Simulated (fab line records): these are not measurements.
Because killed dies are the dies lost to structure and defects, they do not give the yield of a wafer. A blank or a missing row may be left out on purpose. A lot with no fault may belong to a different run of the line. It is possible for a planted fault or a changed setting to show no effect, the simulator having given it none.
fab line records + flow sky130
[record]
- lots = 10
- wafers = 30
- last_day = 50
route steps=708 shown LI_CONTACT@375 LOCAL_INTERCONNECT@387 CONTACT@406 PAD_OPEN@708
lots that met no fault: taken from a fault-free run of the same line
start_h: the number of hours between the record's first day and the start of the first shown wafer of the lot + wait_h: hours from the lot's prior step to this one + " the same as in the row above + L1.1+2: several wafers, shown together as one row + - no value present, or no start provided + * or withheld: withheld + < > ~ a bound
route shown NAME@n: a module of which the file shows steps, and the number in the route of the first + usual: mean and standard deviation over wafers with no fault + same: alike in all rows + chamber/n: place in a boat + sites: the reading at each site + _std_site: standard deviation across them + _edge_site: mean of outer sites minus mean of inner sites + radius_mm: for every site, how far away it sits from the centre of the wafer + mask NAME#n: copy n + behind: the last tool/chamber to shape the wafer + hold: why the lot was held/for how many hours/how that ended + device: the n, p or np transistor that did not switch + end of line: tests of these same wafers at the route's end + a step with no rows: only its recipe + killed: count of dies lost to structure and defects at first sort (not the wafer's yield) + map: dies across one wafer; x = killed, . = not, _ = none there
set.NAME: the setting the step ran with; set.NAME@STEP: the setting that earlier step ran with + model.NAME: the simulator's own value behind a step, which no gauge read
one table for each step of the route and one row for each wafer, over a sample of lots
services: when a tool's chamber went out of use (start_h, in hours from the record's first day, below 0 if earlier), for how many hours, and the reason
[[steps]]
[step SKY_LI_CONTACT_OVL_MEAS_13]
[usual]
- LI_CONTACT_OVL = 2/5.8
| lot.wafer | tool       | chamber | start_h | wait_h | LI_CONTACT_OVL[nm] |
|-----------|------------|---------|---------|--------|--------------------|
| L173.2    | overlay-02 | -       | 675.28  | 0.1    | -6                 |
| L173.4    | "          | -       | "       | "      | 1                  |
| L173.5    | "          | -       | "       | "      | 6                  |
| L174.3    | overlay-01 | -       | 686.54  | 0.1    | 0                  |
| L174.4    | "          | -       | "       | "      | -1                 |
| L174.6    | "          | -       | "       | "      | 0                  |
| L179.2    | overlay-01 | -       | 725.78  | 0.1    | 7                  |
| L179.3    | "          | -       | "       | "      | 2                  |
| L179.5    | "          | -       | "       | "      | 6                  |
| L182.1    | overlay-02 | -       | 779.17  | 0.1    | 6                  |
| L182.2    | "          | -       | "       | "      | -1                 |
| L182.6    | "          | -       | "       | "      | -1                 |
| L184.1    | overlay-02 | -       | 784.54  | 0.1    | 0                  |
| L184.4    | "          | -       | "       | "      | 5                  |
| L184.6    | "          | -       | "       | "      | 6                  |
| L187.1    | overlay-01 | -       | 796.39  | 0.1    | 4                  |
| L187.2    | "          | -       | "       | "      | 13                 |
| L187.6    | "          | -       | "       | "      | 8                  |
| L190.1    | overlay-02 | -       | 815.44  | 0.1    | -2                 |
| L190.4    | "          | -       | "       | "      | -5                 |
| L190.5    | "          | -       | "       | "      | 5                  |
| L191.4    | overlay-01 | -       | 821.55  | 0.1    | 0                  |
| L191.5    | "          | -       | "       | "      | -5                 |
| L191.6    | "          | -       | "       | "      | 0                  |
| L192.1    | overlay-02 | -       | 827.99  | 0.1    | 0                  |
| L192.2    | "          | -       | "       | "      | 5                  |
| L192.5    | "          | -       | "       | "      | 4                  |
| L194.2    | overlay-01 | -       | 837.02  | 0.1    | 1                  |
| L194.4    | "          | -       | "       | "      | 0                  |
| L194.5    | "          | -       | "       | "      | 4                  |
[step SKY_LOCAL_INTERCONNECT_SPUTTER_00]
[recipe]
- material = TiN
- target_thk_nm = 100
- temp_c = 300
- power_w = 6500
- time_s = 83.3
- chamber_pressure_pa = 0.4
[usual]
- susceptor_temp_C = 299.97/0.19
- throttle_valve_pct = 30.8/0.82
| lot.wafer | tool           | chamber | start_h | wait_h | susceptor_temp_C | throttle_valve_pct |
|-----------|----------------|---------|---------|--------|------------------|--------------------|
| L173.2    | pvd_sputter-03 | -       | 676.49  | 0.1    | 299.84           | 29.2               |
| L173.4    | "              | -       | "       | "      | 300.20           | 31.7               |
| L173.5    | "              | -       | "       | "      | 299.83           | 29.8               |
| L174.3    | pvd_sputter-04 | -       | 687.72  | 0.1    | 299.90           | 31.6               |
| L174.4    | "              | -       | "       | "      | 299.94           | 30.4               |
| L174.6    | "              | -       | "       | "      | 300.09           | 31.1               |
| L179.2    | pvd_sputter-03 | -       | 726.97  | 0.2    | 299.94           | 31.0               |
| L179.3    | "              | -       | "       | "      | 299.84           | 31.7               |
| L179.5    | "              | -       | "       | "      | 300.17           | 29.1               |
| L182.1    | pvd_sputter-03 | -       | 780.38  | 0.1    | 300.01           | 28.9               |
| L182.2    | "              | -       | "       | "      | 299.99           | 29.9               |
| L182.6    | "              | -       | "       | "      | 299.96           | 30.9               |
| L184.1    | pvd_sputter-03 | -       | 785.74  | 0.1    | 299.67           | 29.1               |
| L184.4    | "              | -       | "       | "      | 299.94           | 29.9               |
| L184.6    | "              | -       | "       | "      | 299.97           | 29.8               |
| L187.1    | pvd_sputter-04 | -       | 797.59  | 0.1    | 299.99           | 31.5               |
| L187.2    | "              | -       | "       | "      | 299.72           | 31.3               |
| L187.6    | "              | -       | "       | "      | 299.93           | 31.8               |
| L190.1    | pvd_sputter-02 | -       | 816.64  | 0.1    | 300.06           | 31.1               |
| L190.4    | "              | -       | "       | "      | 300.11           | 30.7               |
| L190.5    | "              | -       | "       | "      | 299.97           | 31.0               |
| L191.4    | pvd_sputter-02 | -       | 822.74  | 0.2    | 299.93           | 31.6               |
| L191.5    | "              | -       | "       | "      | 300.21           | 30.7               |
| L191.6    | "              | -       | "       | "      | 299.86           | 30.6               |
| L192.1    | pvd_sputter-02 | -       | 829.36  | 0.1    | 299.90           | 30.9               |
| L192.2    | "              | -       | "       | "      | 300.06           | 31.3               |
| L192.5    | "              | -       | "       | "      | 299.87           | 31.4               |
| L194.2    | pvd_sputter-02 | -       | 838.21  | 0.1    | 299.90           | 31.0               |
| L194.4    | "              | -       | "       | "      | 300.35           | 31.4               |
| L194.5    | "              | -       | "       | "      | 299.92           | 30.8               |
[step SKY_LOCAL_INTERCONNECT_RS_MEAS_01]
[recipe]
- thk_meas_gauge = four-point-probe
- reads = TiN_of_LOCAL_INTERCONNECT_SPUTTER_00
[usual]
- LOCAL_INTERCONNECT_TIN_RS = 14.03/0.21
| lot.wafer | tool          | chamber | start_h | wait_h | LOCAL_INTERCONNECT_TIN_RS[ohm/sq] |
|-----------|---------------|---------|---------|--------|-----------------------------------|
| L173.2    | film_metro-03 | -       | 676.57  | 0.1    | 14.03                             |
| L173.4    | "             | -       | "       | "      | 14.27                             |
| L173.5    | "             | -       | "       | "      | 14.09                             |
| L174.3    | film_metro-01 | -       | 687.83  | 0.1    | 13.75                             |
| L174.4    | "             | -       | "       | "      | 13.96                             |
| L174.6    | "             | -       | "       | "      | 13.76                             |
| L179.2    | film_metro-03 | -       | 727.06  | 0.1    | 13.89                             |
| L179.3    | "             | -       | "       | "      | 14.12                             |
| L179.5    | "             | -       | "       | "      | 13.86                             |
| L182.1    | film_metro-01 | -       | 780.44  | 0.0    | 8.66                              |
| L182.2    | "             | -       | "       | "      | 8.68                              |
| L182.6    | "             | -       | "       | "      | 8.63                              |
| L184.1    | film_metro-04 | -       | 785.80  | 0.0    | 8.69                              |
| L184.4    | "             | -       | "       | "      | 8.69                              |
| L184.6    | "             | -       | "       | "      | 8.63                              |
| L187.1    | film_metro-01 | -       | 797.65  | 0.0    | 13.87                             |
| L187.2    | "             | -       | "       | "      | 14.03                             |
| L187.6    | "             | -       | "       | "      | 14.28                             |
| L190.1    | film_metro-04 | -       | 816.70  | 0.0    | 13.63                             |
| L190.4    | "             | -       | "       | "      | 13.93                             |
| L190.5    | "             | -       | "       | "      | 14.01                             |
| L191.4    | film_metro-01 | -       | 822.86  | 0.1    | 14.45                             |
| L191.5    | "             | -       | "       | "      | 14.21                             |
| L191.6    | "             | -       | "       | "      | 14.17                             |
| L192.1    | film_metro-01 | -       | 829.43  | 0.0    | 13.72                             |
| L192.2    | "             | -       | "       | "      | 14.13                             |
| L192.5    | "             | -       | "       | "      | 14.11                             |
| L194.2    | film_metro-01 | -       | 838.29  | 0.1    | 13.92                             |
| L194.4    | "             | -       | "       | "      | 14.16                             |
| L194.5    | "             | -       | "       | "      | 13.87                             |
[step SKY_LOCAL_INTERCONNECT_THK_MEAS_02]
[recipe]
- thk_meas_gauge = xrf
- reads = TiN_of_LOCAL_INTERCONNECT_SPUTTER_00
[usual]
- LOCAL_INTERCONNECT_TIN_THK = 100.8/1.6
| lot.wafer | tool          | chamber | start_h | wait_h | LOCAL_INTERCONNECT_TIN_THK[nm] |
|-----------|---------------|---------|---------|--------|--------------------------------|
| L173.2    | film_metro-03 | -       | 676.68  | 0.1    | 100.5                          |
| L173.4    | "             | -       | "       | "      | 99.1                           |
| L173.5    | "             | -       | "       | "      | 100.4                          |
| L174.3    | film_metro-01 | -       | 687.93  | 0.1    | 103.9                          |
| L174.4    | "             | -       | "       | "      | 102.6                          |
| L174.6    | "             | -       | "       | "      | 103.7                          |
| L179.2    | film_metro-03 | -       | 727.17  | 0.1    | 100.9                          |
| L179.3    | "             | -       | "       | "      | 99.5                           |
| L179.5    | "             | -       | "       | "      | 101.0                          |
| L182.1    | film_metro-01 | -       | 780.56  | 0.1    | 161.2                          |
| L182.2    | "             | -       | "       | "      | 161.5                          |
| L182.6    | "             | -       | "       | "      | 162.3                          |
| L184.1    | film_metro-04 | -       | 785.92  | 0.1    | 159.1                          |
| L184.4    | "             | -       | "       | "      | 158.6                          |
| L184.6    | "             | -       | "       | "      | 159.8                          |
| L187.1    | film_metro-01 | -       | 797.77  | 0.1    | 102.2                          |
| L187.2    | "             | -       | "       | "      | 101.3                          |
| L187.6    | "             | -       | "       | "      | 99.0                           |
| L190.1    | film_metro-04 | -       | 816.82  | 0.1    | 103.4                          |
| L190.4    | "             | -       | "       | "      | 100.6                          |
| L190.5    | "             | -       | "       | "      | 100.1                          |
| L191.4    | film_metro-01 | -       | 822.95  | 0.1    | 98.7                           |
| L191.5    | "             | -       | "       | "      | 100.5                          |
| L191.6    | "             | -       | "       | "      | 100.4                          |
| L192.1    | film_metro-01 | -       | 829.55  | 0.1    | 103.7                          |
| L192.2    | "             | -       | "       | "      | 100.5                          |
| L192.5    | "             | -       | "       | "      | 100.3                          |
| L194.2    | film_metro-01 | -       | 838.40  | 0.1    | 101.7                          |
| L194.4    | "             | -       | "       | "      | 100.6                          |
| L194.5    | "             | -       | "       | "      | 102.2                          |
[step SKY_LOCAL_INTERCONNECT_METAL_ETCH_14]
[recipe]
- target_depth_nm = 110
- stop_on = PSG
- chemistry = Cl2/BCl3
- target = TiN
- resist_sidewall_deg = 88
- pressure_mtorr = 10
- icp_w = 900
- bias_w = 48.5
- Cl2_flow_sccm = 60
- bcl3_flow_sccm = 30
- time_s = 31.4
[usual]
- drypump_motor_current_A = 5.99/0.27
- oes_product_au = 0.946/0.0093
- throttle_valve_pct = 21.898/0.011
| lot.wafer | tool         | chamber | start_h | wait_h | drypump_motor_current_A | oes_product_au | rf_hours_counter_h | throttle_valve_pct |
|-----------|--------------|---------|---------|--------|-------------------------|----------------|--------------------|--------------------|
| L173.2    | rie_metal-02 | 1       | 704.67  | 0.0    | 6.05                    | 0.950          | 13                 | 21.900             |
| L173.4    | "            | 0       | "       | "      | 6.20                    | 0.936          | -                  | 21.896             |
| L173.5    | "            | 0       | "       | "      | 6.17                    | 0.947          | -                  | 21.911             |
| L174.3    | rie_metal-01 | 0       | 715.60  | 0.0    | 5.58                    | 0.953          | -                  | 21.893             |
| L174.4    | "            | 1       | "       | "      | 6.22                    | 0.957          | -                  | 21.904             |
| L174.6    | "            | 0       | "       | "      | 5.59                    | 0.958          | -                  | 21.880             |
| L179.2    | rie_metal-02 | 1       | 754.74  | 0.0    | 6.04                    | 0.946          | 15                 | 21.902             |
| L179.3    | "            | 1       | "       | "      | 6.04                    | 0.949          | -                  | 21.898             |
| L179.5    | "            | 1       | "       | "      | 6.05                    | 0.956          | -                  | 21.909             |
| L182.1    | rie_metal-02 | 0       | 807.00  | 0.1    | 6.17                    | 1.025          | 10                 | 21.865             |
| L182.2    | "            | 0       | "       | "      | 6.19                    | 1.012          | -                  | 21.851             |
| L182.6    | "            | 0       | "       | "      | 6.17                    | 1.034          | -                  | 21.834             |
| L184.1    | rie_metal-02 | 0       | 812.81  | 0.1    | 6.21                    | 1.015          | 11                 | 21.841             |
| L184.4    | "            | 0       | "       | "      | 6.18                    | 1.019          | -                  | 21.846             |
| L184.6    | "            | 0       | "       | "      | 6.16                    | 1.031          | -                  | 21.847             |
| L187.1    | rie_metal-02 | 1       | 824.79  | 0.0    | 6.04                    | 0.956          | 0                  | 21.888             |
| L187.2    | "            | 0       | "       | "      | 6.20                    | 0.948          | 12                 | 21.883             |
| L187.6    | "            | 0       | "       | "      | 6.19                    | 0.935          | -                  | 21.899             |
| L190.1    | rie_metal-03 | 1       | 842.82  | 0.0    | 6.15                    | 0.961          | 7                  | 21.880             |
| L190.4    | "            | 1       | "       | "      | 6.12                    | 0.948          | -                  | 21.913             |
| L190.5    | "            | 0       | "       | "      | 5.56                    | 0.951          | -                  | 21.902             |
| L191.4    | rie_metal-01 | 0       | 848.45  | 0.0    | 5.61                    | 0.931          | -                  | 21.904             |
| L191.5    | "            | 0       | "       | "      | 5.61                    | 0.934          | -                  | 21.892             |
| L191.6    | "            | 1       | "       | "      | 6.24                    | 0.944          | -                  | 21.921             |
| L192.1    | rie_metal-01 | 1       | 855.54  | 0.1    | 6.24                    | 0.957          | 7                  | 21.885             |
| L192.2    | "            | 1       | "       | "      | 6.23                    | 0.936          | -                  | 21.901             |
| L192.5    | "            | 1       | "       | "      | 6.26                    | 0.944          | -                  | 21.919             |
| L194.2    | rie_metal-02 | 0       | 864.14  | 0.0    | 6.14                    | 0.952          | 13                 | 21.909             |
| L194.4    | "            | 0       | "       | "      | 6.19                    | 0.951          | -                  | 21.909             |
| L194.5    | "            | 1       | "       | "      | 6.03                    | 0.951          | -                  | 21.895             |
[step SKY_LOCAL_INTERCONNECT_STRIP_15]
[recipe]
- chemistry = O2/N2
- power_w = 1400
- pressure_mtorr = 1500
- platen_temp_c = withheld
- o2_flow_sccm = 3000
- n2_flow_sccm = 300
- overash_fraction = 0.5
[usual]
- drypump_motor_current_A = 5.60/0.29
- oes_product_au = 0.428/0.0046
- strip_time_to_endpoint_s = 4.75/0.032
| lot.wafer | tool            | chamber | start_h | wait_h | drypump_motor_current_A | oes_product_au | rf_hours_counter_h | strip_time_to_endpoint_s |
|-----------|-----------------|---------|---------|--------|-------------------------|----------------|--------------------|--------------------------|
| L173.2    | plasma_asher-02 | 1       | 704.72  | 0.0    | 5.47                    | 0.432          | 92                 | 4.80                     |
| L173.4    | "               | 1       | "       | "      | 5.46                    | 0.436          | -                  | 4.76                     |
| L173.5    | "               | 0       | "       | "      | 5.73                    | 0.429          | -                  | 4.75                     |
| L174.3    | plasma_asher-02 | 0       | 715.67  | 0.1    | 5.73                    | 0.430          | -                  | 4.77                     |
| L174.4    | "               | 1       | "       | "      | 5.46                    | 0.433          | -                  | 4.81                     |
| L174.6    | "               | 1       | "       | "      | 5.47                    | 0.433          | -                  | 4.76                     |
| L179.2    | plasma_asher-04 | 1       | 754.79  | 0.0    | 5.79                    | 0.426          | 1                  | 4.80                     |
| L179.3    | "               | 1       | "       | "      | 5.79                    | 0.436          | -                  | 4.83                     |
| L179.5    | "               | 1       | "       | "      | 5.78                    | 0.427          | -                  | 4.83                     |
| L182.1    | plasma_asher-04 | 0       | 807.10  | 0.1    | 6.17                    | 0.425          | 6                  | 4.70                     |
| L182.2    | "               | 1       | "       | "      | 5.78                    | 0.431          | 6                  | 4.74                     |
| L182.6    | "               | 1       | "       | "      | 5.79                    | 0.420          | -                  | 4.71                     |
| L184.1    | plasma_asher-03 | 1       | 812.92  | 0.1    | 5.16                    | 0.427          | 35                 | 4.73                     |
| L184.4    | "               | 0       | "       | "      | 5.63                    | 0.424          | -                  | 4.71                     |
| L184.6    | "               | 1       | "       | "      | 5.16                    | 0.424          | -                  | 4.72                     |
| L187.1    | plasma_asher-03 | 1       | 824.84  | 0.0    | 5.17                    | 0.427          | 36                 | 4.78                     |
| L187.2    | "               | 0       | "       | "      | 5.63                    | 0.434          | 36                 | 4.73                     |
| L187.6    | "               | 0       | "       | "      | 5.65                    | 0.439          | -                  | 4.72                     |
| L190.1    | plasma_asher-02 | 0       | 842.88  | 0.0    | 5.72                    | 0.422          | 107                | 4.73                     |
| L190.4    | "               | 1       | "       | "      | 5.47                    | 0.418          | -                  | 4.73                     |
| L190.5    | "               | 0       | "       | "      | 5.71                    | 0.422          | -                  | 4.69                     |
| L191.4    | plasma_asher-03 | 0       | 848.52  | 0.1    | 5.62                    | 0.422          | -                  | 4.73                     |
| L191.5    | "               | 1       | "       | "      | 5.15                    | 0.427          | -                  | 4.69                     |
| L191.6    | "               | 0       | "       | "      | 5.61                    | 0.429          | -                  | 4.72                     |
| L192.1    | plasma_asher-04 | 0       | 855.64  | 0.1    | 6.17                    | 0.424          | 11                 | 4.74                     |
| L192.2    | "               | 1       | "       | "      | 5.79                    | 0.431          | 11                 | 4.73                     |
| L192.5    | "               | 1       | "       | "      | 5.79                    | 0.429          | -                  | 4.78                     |
| L194.2    | plasma_asher-02 | 0       | 864.19  | 0.0    | 5.70                    | 0.429          | 109                | 4.71                     |
| L194.4    | "               | 1       | "       | "      | 5.47                    | 0.435          | -                  | 4.73                     |
| L194.5    | "               | 1       | "       | "      | 5.48                    | 0.427          | -                  | 4.73                     |
[step SKY_CONTACT_CVD_00]
[recipe]
- material = Si3N4
- target_thk_nm = 75
- temp_c = 400
- time_s = withheld
- rf_w = 450
[usual]
- heater_power_w = 742/130
- susceptor_temp_C = 400.01/0.2
| lot.wafer | tool     | chamber | start_h | wait_h | heater_power_w | susceptor_temp_C |
|-----------|----------|---------|---------|--------|----------------|------------------|
| L173.2    | pecvd-01 | 1       | 705.40  | 0.0    | 968            | 399.98           |
| L173.4    | "        | 0       | "       | "      | 769            | 400.05           |
| L173.5    | "        | 1       | "       | "      | 967            | 399.74           |
| L174.3    | pecvd-04 | 2       | 716.28  | 0.0    | 604            | 399.84           |
| L174.4    | "        | 2       | "       | "      | 615            | 399.72           |
| L174.6    | "        | 0       | "       | "      | 731            | 400.29           |
| L179.2    | pecvd-04 | 0       | 755.41  | 0.0    | 771            | 399.93           |
| L179.3    | "        | 1       | "       | "      | 727            | 400.40           |
| L179.5    | "        | 1       | "       | "      | 726            | 400.35           |
| L187.1    | pecvd-02 | 1       | 825.47  | 0.0    | 766            | 400.01           |
| L187.2    | "        | 2       | "       | "      | 646            | 399.87           |
| L187.6    | "        | 1       | "       | "      | 779            | 400.07           |
| L190.1    | pecvd-02 | 2       | 843.47  | 0.0    | 560            | 400.47           |
| L190.4    | "        | 2       | "       | "      | 593            | 399.92           |
| L190.5    | "        | 0       | "       | "      | 595            | 399.40           |
| L191.4    | pecvd-02 | 2       | 849.10  | 0.0    | 580            | 399.99           |
| L191.5    | "        | 0       | "       | "      | 706            | 400.02           |
| L191.6    | "        | 1       | "       | "      | 676            | 400.06           |
| L192.1    | pecvd-04 | 0       | 856.23  | 0.0    | 680            | 399.98           |
| L192.2    | "        | 1       | "       | "      | 868            | 399.92           |
| L192.5    | "        | 1       | "       | "      | 852            | 400.14           |
| L194.2    | pecvd-01 | 2       | 864.78  | 0.0    | 674            | 400.07           |
| L194.4    | "        | 0       | "       | "      | 788            | 399.94           |
| L194.5    | "        | 1       | "       | "      | 998            | 399.98           |
[step SKY_PAD_OPEN_PROBE_99]
[usual]
- killed_at_M0_to_M3 = 42/7.1
- killed_at_M4_up = 3.0/1.7
- killed_at_contacts = 25/5
- killed_at_front_end = 16/4.4
- killed_at_other = 0.5/1.4
- killed_dies = 87/9.2
- killed_on_rim = 18/4.3
- killed_open = 47/6.2
- killed_short = 39/6.6
[same]
- gross_dies = 492
- killed_at_back_side = 0
| lot.wafer | tool      | chamber | start_h | wait_h | killed_at_M0_to_M3 | killed_at_M4_up | killed_at_contacts | killed_at_front_end | killed_at_other | killed_dies | killed_on_rim | killed_open | killed_short |
|-----------|-----------|---------|---------|--------|--------------------|-----------------|--------------------|---------------------|-----------------|-------------|---------------|-------------|--------------|
| L174.3    | prober-01 | -       | 1080.73 | 0.2    | 28                 | 4               | 29                 | 16                  | 8               | 85          | 23            | 43          | 35           |
| L174.4    | prober-01 | -       | 1080.78 | 0.2    | 48                 | 6               | 29                 | 14                  | 2               | 99          | 22            | 56          | 41           |
| L174.6    | prober-01 | -       | 1080.88 | 0.2    | 44                 | 2               | 24                 | 19                  | 0               | 89          | 18            | 47          | 41           |
| L179.2    | prober-01 | -       | 1110.34 | 0.1    | 56                 | 3               | 18                 | 20                  | 2               | 99          | 18            | 51          | 46           |
| L179.3    | prober-01 | -       | 1110.39 | 0.2    | 44                 | 2               | 26                 | 10                  | 0               | 82          | 17            | 51          | 31           |
| L182.1    | prober-01 | -       | 1150.61 | 0.1    | 54                 | 3               | 417                | 17                  | 1               | 492         | 96            | 55          | 41           |
| L182.2    | prober-01 | -       | 1150.66 | 0.1    | 47                 | 4               | 429                | 12                  | 0               | 492         | 96            | 44          | 45           |
| L182.6    | prober-01 | -       | 1150.86 | 0.2    | 61                 | 3               | 418                | 10                  | 0               | 492         | 96            | 45          | 46           |
| L184.1    | prober-02 | -       | 1154.07 | 0.1    | 48                 | 0               | 427                | 17                  | 0               | 492         | 96            | 52          | 39           |
| L184.4    | prober-02 | -       | 1154.22 | 0.2    | 33                 | 1               | 446                | 12                  | 0               | 492         | 96            | 50          | 26           |
| L184.6    | prober-02 | -       | 1154.32 | 0.2    | 46                 | 3               | 426                | 17                  | 0               | 492         | 96            | 54          | 45           |
| L187.1    | prober-02 | -       | 1161.56 | 0.1    | 31                 | 8               | 27                 | 18                  | 0               | 84          | 20            | 53          | 31           |
| L187.2    | prober-02 | -       | 1161.61 | 0.1    | 37                 | 6               | 29                 | 17                  | 0               | 89          | 24            | 51          | 38           |
| L187.6    | prober-02 | -       | 1161.81 | 0.2    | 31                 | 2               | 37                 | 18                  | 0               | 88          | 15            | 48          | 40           |
// killed by level:class
L174.3 CONTACT:geometric_particle:open=11 LI_CONTACT:geometric_particle:open=9 CAP2M:area_etch=7 METAL2:geometric_particle:short=6 POLY_GATE:geometric_particle:short=5 POLY_GATE:geometric_particle:open=5 VIA1:geometric_particle:open=5 CONTACT:geometric_particle:short=4
L174.4 CONTACT:geometric_particle:open=12 LI_CONTACT:geometric_particle:open=9 VIA3:geometric_particle:open=9 VIA1:geometric_particle:open=8 METAL1:geometric_particle:short=8 METAL2:geometric_particle:short=6 METAL4:geometric_particle:short=5 POLY_GATE:geometric_particle:short=4
L174.6 VIA1:geometric_particle:open=13 CONTACT:geometric_particle:open=7 METAL1:geometric_particle:short=7 POLY_GATE:geometric_particle:short=6 LOCAL_INTERCONNECT:geometric_particle:short=6 CONTACT:geometric_particle:short=5 FIELD_ISO:geometric_particle:open=5 VIA3:geometric_particle:open=4
L179.2 VIA1:geometric_particle:open=13 VIA1:geometric_particle:short=9 VIA3:geometric_particle:open=9 FIELD_ISO:geometric_particle:short=7 VIA2:geometric_particle:open=7 METAL2:geometric_particle:short=7 LI_CONTACT:geometric_particle:open=6 CONTACT:geometric_particle:open=5
L179.3 CONTACT:geometric_particle:open=12 VIA1:geometric_particle:open=8 LI_CONTACT:geometric_particle:open=7 VIA1:geometric_particle:short=7 METAL2:geometric_particle:short=7 VIA3:geometric_particle:open=6 FIELD_ISO:geometric_particle:open=4 VIA2:geometric_particle:open=4
L182.1 LOCAL_INTERCONNECT:area_etch=396 VIA1:geometric_particle:open=15 CONTACT:geometric_particle:open=9 METAL2:geometric_particle:short=9 METAL3:geometric_particle:short=6 METAL1:geometric_particle:short=5 LI_CONTACT:geometric_particle:open=5 VIA1:geometric_particle:short=5
L182.2 LOCAL_INTERCONNECT:area_etch=403 VIA1:geometric_particle:open=14 LI_CONTACT:geometric_particle:open=8 VIA2:geometric_particle:short=8 LOCAL_INTERCONNECT:geometric_particle:short=5 CONTACT:geometric_particle:open=5 VIA3:geometric_particle:open=5 CONTACT:geometric_particle:short=5
L182.6 LOCAL_INTERCONNECT:area_etch=401 VIA1:geometric_particle:open=18 METAL2:geometric_particle:short=13 VIA3:geometric_particle:open=9 CONTACT:geometric_particle:short=7 CONTACT:geometric_particle:open=5 VIA2:geometric_particle:short=5 FIELD_ISO:geometric_particle:open=4
L184.1 LOCAL_INTERCONNECT:area_etch=401 VIA1:geometric_particle:open=11 CONTACT:geometric_particle:open=10 LI_CONTACT:geometric_particle:open=8 FIELD_ISO:geometric_particle:short=7 VIA2:geometric_particle:open=7 VIA3:geometric_particle:open=6 METAL2:geometric_particle:short=5
L184.4 LOCAL_INTERCONNECT:area_etch=415 CONTACT:geometric_particle:open=12 LI_CONTACT:geometric_particle:open=9 VIA1:geometric_particle:open=8 VIA3:geometric_particle:open=8 VIA2:geometric_particle:open=7 CONTACT:geometric_particle:short=6 METAL2:geometric_particle:short=5
L184.6 LOCAL_INTERCONNECT:area_etch=393 CONTACT:geometric_particle:open=14 VIA1:geometric_particle:open=10 LI_CONTACT:geometric_particle:open=8 METAL2:geometric_particle:short=8 VIA1:geometric_particle:short=7 FIELD_ISO:geometric_particle:open=5 METAL1:geometric_particle:short=5
L187.1 CONTACT:geometric_particle:open=10 VIA1:geometric_particle:open=9 LI_CONTACT:geometric_particle:open=8 VIA3:geometric_particle:open=6 FIELD_ISO:geometric_particle:open=5 POLY_GATE:geometric_particle:short=4 CONTACT:geometric_particle:short=4 VIA1:geometric_particle:short=4
L187.2 VIA1:geometric_particle:open=12 LI_CONTACT:geometric_particle:open=8 VIA1:geometric_particle:short=7 VIA3:geometric_particle:open=7 FIELD_ISO:geometric_particle:open=6 CONTACT:geometric_particle:open=6 LOCAL_INTERCONNECT:geometric_particle:short=5 VIA2:geometric_particle:open=4
L187.6 LI_CONTACT:geometric_particle:open=12 CONTACT:geometric_particle:open=9 LOCAL_INTERCONNECT:geometric_particle:short=7 FIELD_ISO:geometric_particle:short=7 VIA1:geometric_particle:open=7 VIA2:geometric_particle:open=7 CONTACT:geometric_particle:short=6 FIELD_ISO:geometric_particle:open=3
[[services]]
| tool            | chamber | start_h | hours | kind   |
|-----------------|---------|---------|-------|--------|
| plasma_asher-04 | -       | 655.71  | 1.0   | repair |
| plasma_asher-03 | -       | 656.28  | 3.9   | repair |
| pecvd-02        | 1       | 664.53  | 7.7   | repair |
| plasma_asher-03 | -       | 664.84  | 1.9   | repair |
| rie_metal-01    | 0       | 668.19  | 2.3   | repair |
| pecvd-02        | 2       | 669.20  | 22.7  | repair |
| rie_metal-03    | -       | 673.27  | 1.1   | repair |
| plasma_asher-02 | -       | 680.47  | 2.7   | repair |
| plasma_asher-03 | -       | 693.33  | 40.2  | pm     |
| pecvd-02        | -       | 708.81  | 14.6  | pm     |
| pvd_sputter-03  | -       | 715.95  | 2.8   | repair |
| rie_metal-01    | -       | 730.53  | 1.4   | pm     |
| plasma_asher-04 | -       | 733.75  | 9.0   | pm     |
| pvd_sputter-02  | -       | 738.12  | 12.3  | repair |
| pecvd-04        | -       | 751.58  | 2.8   | pm     |
| pecvd-01        | 2       | 776.81  | 23.0  | repair |
| pvd_sputter-03  | -       | 803.80  | 0.9   | repair |
| plasma_asher-02 | -       | 805.75  | 3.1   | repair |
| plasma_asher-04 | -       | 809.69  | 4.1   | repair |
| plasma_asher-04 | -       | 815.51  | 2.8   | pm     |
| rie_metal-03    | -       | 824.03  | 3.1   | repair |
| pecvd-04        | 0       | 827.98  | 2.4   | repair |
| pecvd-04        | -       | 834.98  | 3.7   | repair |
| pecvd-01        | -       | 852.85  | 1.2   | repair |
[[key]]
[first_sign]
- step = SKY_LOCAL_INTERCONNECT_RS_MEAS_01
- reading = LOCAL_INTERCONNECT_TIN_RS
- direction = down
- sigmas = 25
- usual = 14.03
- struck = 8.66
[effect]
- step = SKY_LOCAL_INTERCONNECT_THK_MEAS_02
- reading = LOCAL_INTERCONNECT_TIN_THK
- direction = up
- sigmas = 36
- usual = 100.8
- struck = 160.4
[effect]
- step = SKY_LOCAL_INTERCONNECT_METAL_ETCH_14
- reading = oes_product_au
- direction = up
- sigmas = 8.2
- usual = 0.946
- struck = 1.023
[effect]
- step = SKY_PAD_OPEN_PROBE_99
- reading = killed_at_contacts
- direction = up
- sigmas = 80
- usual = 25
- struck = 427
[more_kills_born_at]
- SKY_LOCAL_INTERCONNECT_METAL_ETCH_14@rie_metal-02 = 2409
met_at SKY_LOCAL_INTERCONNECT_SPUTTER_00
struck_lots L182,L184
later_rows_left_out L182.1,L182.2,L182.6,L184.1,L184.4,L184.6
tester_left_out L182,L184
not_acting_at SKY_LI_CONTACT_OVL_MEAS_13,SKY_LOCAL_INTERCONNECT_STRIP_15,SKY_CONTACT_CVD_00
onset_between 726.97 780.38
[fault]
- kind = process_parameter_drift
- tool = pvd_sputter-03
- chamber = -
- onset_h = 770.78
- steps = SKY_LOCAL_INTERCONNECT_SPUTTER_00
- channel = target_thk_nm
- offset = 58.58
- shape = step
- end_h = 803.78
- acts_in = these_recipes_only
- stated = 100
// tester_left_out: of these lots the tester's yield and bins aren't shown, on N5 and GAA mostly nor the transistor test; their killed dies are dies lost to structure and defects alone, not to doping, threshold or leakage, so they don't give the yield
// later_rows_left_out: the simulator's readings of these wafers behind a module that went badly wrong aren't trusted and aren't shown, but for the sort
